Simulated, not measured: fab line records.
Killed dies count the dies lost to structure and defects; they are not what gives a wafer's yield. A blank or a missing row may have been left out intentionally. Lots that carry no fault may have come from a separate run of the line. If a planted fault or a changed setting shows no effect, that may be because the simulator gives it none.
Code-filled problem report in 8D (eight disciplines) form :: flow gf180mcu :: the parts of the form that need people (team, actions taken, sign-off) are left out

== 1. THE PROBLEM ==
bias w at GF_CONTACT_ETCH_17 reads a mean of 1116 W on 6 wafers of 2 lots; wafers without a fault read 1200 W with a standard deviation of 3.8. That is -22 standard deviations from the usual mean.
The step: etches SiO2 in C4F8/O2/Ar, stops on CoSi2, target depth 860 nm.
First observed at day 21 11:00: wafer L576.1, on rie diel-03. Wafers with a number at this step in the record: 42, from 14 lots. By rule, "out" or "out of limits" means more than 4 standard deviations away from the usual mean. The rest of the wafers with a number are treated as sound.

== 2. WHAT THIS IS AND IS NOT ==
question: which readings at this step
is: bias w
is not: oes product au

question: which lots
is: L576, L577
is not: L561, L562, L563, L565, L566, L567, L568, L569, L570, L573, L583, L584

question: which wafers of those lots
is: all that have a number
is not: -

question: read on which tools
is: rie diel-03
is not: rie diel-01, rie diel-02

question: when
is: from day 21 11:00
is not: up to then (30 sound wafers); but 6 sound wafers of L583, L584 came after

== 3. THE SUSPECTS, EACH WITH WHAT RULES IT OUT ==
Counting: any tool at a process step up to the reading is kept as a suspect provided that every lot that is out went through it and no sound lot did after the first of them.
- rie diel-03 at GF_CONTACT_ETCH_17 (etches SiO2 in C4F8/O2/Ar, stops on CoSi2, target depth 860 nm): ruled out as a lasting fault. The sound lots L583, L584 went through it after L576, its earliest lot that is out (day 21 11:00).
Left after counting: nothing in the record.

== 4. THE CAUSE (what the simulator had put in) ==
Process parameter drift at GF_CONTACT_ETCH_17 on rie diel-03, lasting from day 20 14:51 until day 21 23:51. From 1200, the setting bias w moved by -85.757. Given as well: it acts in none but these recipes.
Counting ruled it out, wrongly.

== 5. THE CHAIN OF EFFECTS, in route order ==
One row per reading whose mean, taken over the struck wafers that have a number, lies over 3 standard deviations from the usual. Only readings for which the record gives a usual standard deviation are gone through. hours: the time from each lot's start at the first step in this table that gives one to its start at this step, as a median over the lots. sigmas: the change in usual standard deviations.
hours: 0
step: GF_CONTACT_ETCH_17
reading: bias w
usual: 1200 W
on struck wafers: 1116
change: -84
sigmas: -22
It contains these process steps:
- GF_CONTACT_ETCH_17: etches SiO2 in C4F8/O2/Ar, stops on CoSi2, target depth 860 nm.

== 6. HOW IT WOULD HAVE BEEN CAUGHT EARLIER ==
First out-of-limits reading in this record: day 21 11:00, which is 20 hours after fault onset at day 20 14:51.
